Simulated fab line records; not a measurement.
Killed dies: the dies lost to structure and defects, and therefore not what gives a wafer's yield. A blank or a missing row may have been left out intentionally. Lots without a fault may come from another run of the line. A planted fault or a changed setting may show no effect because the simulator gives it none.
Which tool is to blame?    flow sky130    36 wafers sampled from 12 lots at 1 step of a route of 708

## WHAT EACH GAUGE READ, for each wafer
SKY_VIA2_THK_MEAS_23: measures by xrf.
lot   measured      on             VIA2_W_THK (nm)
L075  day 36 11:14  film-metro-02  447 437 438
L077  day 37 13:25  film-metro-04  419 421 417
L079  day 38 02:39  film-metro-01  426 428 418
L081  day 38 18:11  film-metro-02  434 440 440
L083  day 39 03:58  film-metro-04  434 424 430
L086  day 40 01:52  film-metro-04  419 419 421
L087  day 40 08:58  film-metro-01  424 425 425
L089  day 40 21:50  film-metro-04  425 428 423
L091  day 41 14:28  film-metro-04  437 434 431
L093  day 42 03:01  film-metro-01  417 419 417
L095  day 42 12:13  film-metro-01  417 418 421
L097  day 43 00:32  film-metro-01  426 427 431

## TOOL THAT RAN EACH LOT (tool first, then ch and the chambers of the sampled wafers, then the start)
There is no process step in the record ahead of these readings.

## THE ANSWER, worked out from the rows above alone
Rule: usual is defined by the lots themselves. Put in order of their means at a reading, lots are off if they are a third of the lots or fewer, leave a main group of 4 or more, and stand apart from it by a gap of 3 or more times the standard deviation of the main group's means; of several such gaps the widest counts. If all means in a main group match to the digits the tables above print for the reading, that group is not used. Also off: a lot with no number at a reading for which 4 or more lots have one. All remaining lots with rows at the step are treated as sound.
No lot is off at any reading shown: from this, nothing can be told.

## WHAT THE SIMULATOR HAD PUT IN
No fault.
